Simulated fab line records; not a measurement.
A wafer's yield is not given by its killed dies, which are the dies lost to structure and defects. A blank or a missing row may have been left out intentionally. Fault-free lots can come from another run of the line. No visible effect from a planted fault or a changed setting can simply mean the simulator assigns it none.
What tool caused it?    flow sfq-line    39 wafers from 13 lots sampled at 6 of the route's 325 steps

## WHAT THE GAUGES SHOWED, per wafer
The record lacks any reading of a measuring or inspecting step that a usual standard deviation could be used to judge.

## WHICH TOOL RAN EACH LOT (tool, then ch and the chambers of the sampled wafers, then the start)
lot   SFQ_TRILAYER_I0_CMP_CMP_028    SFQ_TRILAYER_I0_METRO_MEASURE_029  SFQ_TRILAYER_I0_VIA_BARC_OPEN_VIA_ETCH_046  SFQ_TRILAYER_I0_VIA_ETCH_VIA_ETCH_034  SFQ_TRILAYER_M1_BARC_OPEN_METAL_ETCH_054  SFQ_TRILAYER_I1_DEP_PECVD_045
L357  cmp-01 ch 1,2,3, day 7 20:47   film-metro-04, day 7 23:55         rie-diel-02 ch 0,1,3, day 12 09:37          rie-diel-02 ch 0,1,3, day 12 09:40     rie-metal-02 ch 0,1, day 17 10:03         pecvd-01 ch 0,1,2, day 17 11:01
L358  cmp-02 ch 1,2,3, day 8 01:46   film-metro-04, day 8 04:53         rie-diel-01 ch 0,1,2, day 12 16:49          rie-diel-01 ch 0,1,2, day 12 16:52     rie-metal-02 ch 0,1, day 17 14:51         pecvd-02 ch 0,1,2, day 17 15:49
L359  cmp-01 ch 2,3, day 8 12:23     film-metro-04, day 8 15:31         rie-diel-03 ch 0,2,3, day 13 02:25          rie-diel-03 ch 0,2,3, day 13 02:28     rie-metal-02 ch 0, day 18 00:27           pecvd-01 ch 0,1, day 18 01:25
L360  cmp-02 ch 0,3, day 8 14:20     film-metro-03, day 8 17:27         rie-diel-01 ch 1,2,3, day 13 03:37          rie-diel-01 ch 1,2,3, day 13 03:40     rie-metal-02 ch 0,1, day 18 02:51         pecvd-03 ch 0,1, day 18 03:49
L361  cmp-02 ch 0,2,3, day 8 21:31   film-metro-04, day 9 00:38         rie-diel-01 ch 1,2,3, day 13 16:32          rie-diel-01 ch 1,2,3, day 13 16:34     rie-metal-03 ch 0,1, day 18 13:46         pecvd-01 ch 0,1, day 18 14:43
L362  cmp-01 ch 1,3, day 9 02:49     film-metro-04, day 9 05:38         rie-diel-02 ch 0,2, day 13 18:56            rie-diel-02 ch 0,2, day 13 18:58       rie-metal-04 ch 0,1, day 18 19:46         pecvd-01 ch 0,1,2, day 18 20:43
L364  cmp-02 ch 0,1,3, day 9 23:24   film-metro-02, day 10 02:31        rie-diel-02 ch 0,1,3, day 14 15:11          rie-diel-02 ch 0,1,3, day 14 15:14     rie-metal-02 ch 0,1, day 20 00:34         pecvd-02 ch 0,1, day 20 02:14
L365  cmp-02 ch 0,1, day 10 07:07    film-metro-03, day 10 10:14        rie-diel-02 ch 0,1,3, day 15 00:47          rie-diel-02 ch 0,1,3, day 15 00:50     rie-metal-04 ch 0,1, day 20 15:34         pecvd-02 ch 1,2, day 20 16:32
L366  cmp-02 ch 0,1,2, day 10 19:02  film-metro-03, day 10 20:39        rie-diel-03 ch 0,1,3, day 15 19:31          rie-diel-03 ch 0,1,3, day 15 19:33     rie-metal-03 ch 0,1, day 21 12:05         pecvd-02 ch 1,2, day 21 13:02
L375  cmp-02 ch 0,1,3, day 14 07:11  film-metro-03, day 14 09:43        rie-diel-01 ch 1,2,3, day 17 15:55          rie-diel-01 ch 1,2,3, day 17 15:57     rie-metal-03 ch 0,1, day 24 03:57         pecvd-03 ch 1,2, day 24 04:56
L376  cmp-01 ch 1,2,3, day 14 09:12  film-metro-02, day 14 11:31        rie-diel-03 ch 0,1,3, day 17 17:07          rie-diel-03 ch 0,1,3, day 17 17:09     rie-metal-02 ch 0,1, day 24 05:08         pecvd-02 ch 0,1, day 24 06:20
L377  cmp-02 ch 0,1,3, day 14 16:11  film-metro-04, day 14 18:19        rie-diel-02 ch 1,3, day 17 18:19            rie-diel-02 ch 1,3, day 17 18:21       rie-metal-03 ch 0,1, day 24 07:32         pecvd-01 ch 0,2, day 24 08:29
L379  cmp-02 ch 0,1,2, day 19 19:25  film-metro-02, day 19 21:32        rie-diel-03 ch 0,1,3, day 20 02:10          rie-diel-03 ch 0,1,3, day 20 02:12     rie-metal-02 ch 0,1, day 26 21:56         pecvd-03 ch 0,2, day 26 22:53
- SFQ_TRILAYER_I0_CMP_CMP_028: polishes SiO2.
- SFQ_TRILAYER_I0_METRO_MEASURE_029
- SFQ_TRILAYER_I0_VIA_BARC_OPEN_VIA_ETCH_046: etches BARC in O2, target depth 125 nm, time 41.7 s.
- SFQ_TRILAYER_I0_VIA_ETCH_VIA_ETCH_034: etches SiO2 in CHF3, stops on Nb, target depth 260 nm.
- SFQ_TRILAYER_M1_BARC_OPEN_METAL_ETCH_054: etches BARC in O2, target depth 125 nm, time 41.7 s.
- SFQ_TRILAYER_I1_DEP_PECVD_045: deposits SiO2 from SiH4/N2O, time 111.11 s, target thk 500 nm.

## WHAT THE TOOLS THEMSELVES READ (means of the sampled wafers that have a number; where no wafer has one, the mark that the record gives instead)
SFQ_TRILAYER_I0_CMP_CMP_028. Usual: motor-current-A 10.1 A, standard deviation 1.1; slurry-filter-dp-kPa 13.52 kPa, standard deviation 0.15; time-to-endpoint-s 216 s, standard deviation 7.6.
lot   tool    motor-current-A (A)  slurry-filter-dp-kPa (kPa)  time-to-endpoint-s (s)  flag
L357  cmp-01  10.7                 13.44                       206                     
L358  cmp-02  10.0                 13.46                       209                     
L359  cmp-01  11.4                 13.45                       229                     
L360  cmp-02  10.2                 13.57                       222                     
L361  cmp-02  10.1                 13.55                       219                     
L362  cmp-01  10.2                 13.58                       218                     
L364  cmp-02  10.2                 13.48                       213                     
L365  cmp-02  9.8                  13.52                       222                     
L366  cmp-02  9.2                  13.40                       216                     
L375  cmp-02  10.3                 13.47                       217                     
L376  cmp-01  10.5                 13.60                       222                     
L377  cmp-02  10.3                 13.51                       214                     
L379  cmp-02  9.4                  13.57                       216                     

SFQ_TRILAYER_I0_METRO_MEASURE_029. Usual: thk-nm reads 199.6 nm (standard deviation 1.2).
lot   tool           thk-nm (nm)  flag
L357  film-metro-04  200.1        
L358  film-metro-04  198.3        
L359  film-metro-04  199.5        
L360  film-metro-03  199.8        
L361  film-metro-04  199.5        
L362  film-metro-04  199.1        
L364  film-metro-02  200.3        
L365  film-metro-03  201.6        
L366  film-metro-03  206.6        OFF
L375  film-metro-03  199.8        
L376  film-metro-02  200.5        
L377  film-metro-04  199.6        
L379  film-metro-02  199.9        

SFQ_TRILAYER_I0_VIA_BARC_OPEN_VIA_ETCH_046. Usual: drypump-motor-current-A 5.9 A, standard deviation 0.4; oes-product-au 0.685 a.u., standard deviation 0.0046.
lot   tool         drypump-motor-current-A (A)  oes-product-au (a.u.)  flag
L357  rie-diel-02  5.6                          0.688                  
L358  rie-diel-01  6.1                          0.687                  
L359  rie-diel-03  5.9                          0.678                  
L360  rie-diel-01  6.0                          0.686                  
L361  rie-diel-01  6.0                          0.687                  
L362  rie-diel-02  5.5                          0.685                  
L364  rie-diel-02  5.6                          0.683                  
L365  rie-diel-02  5.6                          0.686                  
L366  rie-diel-03  6.1                          0.688                  
L375  rie-diel-01  6.0                          0.684                  
L376  rie-diel-03  6.1                          0.686                  
L377  rie-diel-02  5.9                          0.688                  
L379  rie-diel-03  6.1                          0.683                  

SFQ_TRILAYER_I0_VIA_ETCH_VIA_ETCH_034. Usual: drypump-motor-current-A 5.9 A, standard deviation 0.4; oes-product-au 0.853 a.u., standard deviation 0.0058.
lot   tool         drypump-motor-current-A (A)  oes-product-au (a.u.)  flag
L357  rie-diel-02  5.6                          0.859                  
L358  rie-diel-01  6.1                          0.851                  
L359  rie-diel-03  5.9                          0.849                  
L360  rie-diel-01  6.0                          0.854                  
L361  rie-diel-01  6.0                          0.849                  
L362  rie-diel-02  5.5                          0.853                  
L364  rie-diel-02  5.6                          0.859                  
L365  rie-diel-02  5.6                          0.858                  
L366  rie-diel-03  6.1                          0.869                  
L375  rie-diel-01  6.0                          0.852                  
L376  rie-diel-03  6.1                          0.851                  
L377  rie-diel-02  5.9                          0.854                  
L379  rie-diel-03  6.1                          0.850                  

SFQ_TRILAYER_M1_BARC_OPEN_METAL_ETCH_054. Usual: drypump-motor-current-A 5.4 A, standard deviation 0.51; oes-product-au 0.685 a.u., standard deviation 0.0046.
lot   tool          drypump-motor-current-A (A)  oes-product-au (a.u.)  flag
L357  rie-metal-02  5.4                          0.684                  
L358  rie-metal-02  5.2                          0.688                  
L359  rie-metal-02  5.7                          0.686                  
L360  rie-metal-02  5.4                          0.686                  
L361  rie-metal-03  5.8                          0.683                  
L362  rie-metal-04  5.2                          0.685                  
L364  rie-metal-02  5.1                          0.680                  
L365  rie-metal-04  5.1                          0.680                  
L366  rie-metal-03  5.4                          0.683                  
L375  rie-metal-03  5.4                          0.687                  
L376  rie-metal-02  5.1                          0.686                  
L377  rie-metal-03  5.4                          0.687                  
L379  rie-metal-02  5.4                          0.680                  

SFQ_TRILAYER_I1_DEP_PECVD_045. Usual: heater-power-w 79 W, standard deviation 18; throttle-valve-pct 24.4 %, standard deviation 0.84.
lot   tool      heater-power-w (W)  throttle-valve-pct (%)  flag
L357  pecvd-01  63                  23.6                    
L358  pecvd-02  84                  24.4                    
L359  pecvd-01  57                  24.3                    
L360  pecvd-03  89                  24.9                    
L361  pecvd-01  59                  24.3                    
L362  pecvd-01  65                  23.9                    
L364  pecvd-02  88                  24.4                    
L365  pecvd-02  74                  24.2                    
L366  pecvd-02  76                  24.0                    
L375  pecvd-03  94                  24.9                    
L376  pecvd-02  83                  24.2                    
L377  pecvd-01  70                  23.4                    
L379  pecvd-03  107                 25.1                    

## THE ANSWER, worked out from the rows above alone
Rule: lot off if the mean of its wafers having a number is beyond 3 standard deviations from the usual mean. A lot without any number at a reading at which 4 lots or more have one is off too. Any other lot the step has rows for is counted as sound. Order of review: gauges by route order, followed by the tools' own readings, for which a lot's mean as printed above is used. The first step at which some lot is off is used, and at that step the reading that is off furthest; a lot without a number counts as furthest.
Off at SFQ_TRILAYER_I0_METRO_MEASURE_029 (thk-nm): L366.
A tool fits if, at that step or a process step before it, it ran every lot that is off, and no sound lot after the first of them. Of those tried, none fits.

## WHAT THE SIMULATOR PUT IN
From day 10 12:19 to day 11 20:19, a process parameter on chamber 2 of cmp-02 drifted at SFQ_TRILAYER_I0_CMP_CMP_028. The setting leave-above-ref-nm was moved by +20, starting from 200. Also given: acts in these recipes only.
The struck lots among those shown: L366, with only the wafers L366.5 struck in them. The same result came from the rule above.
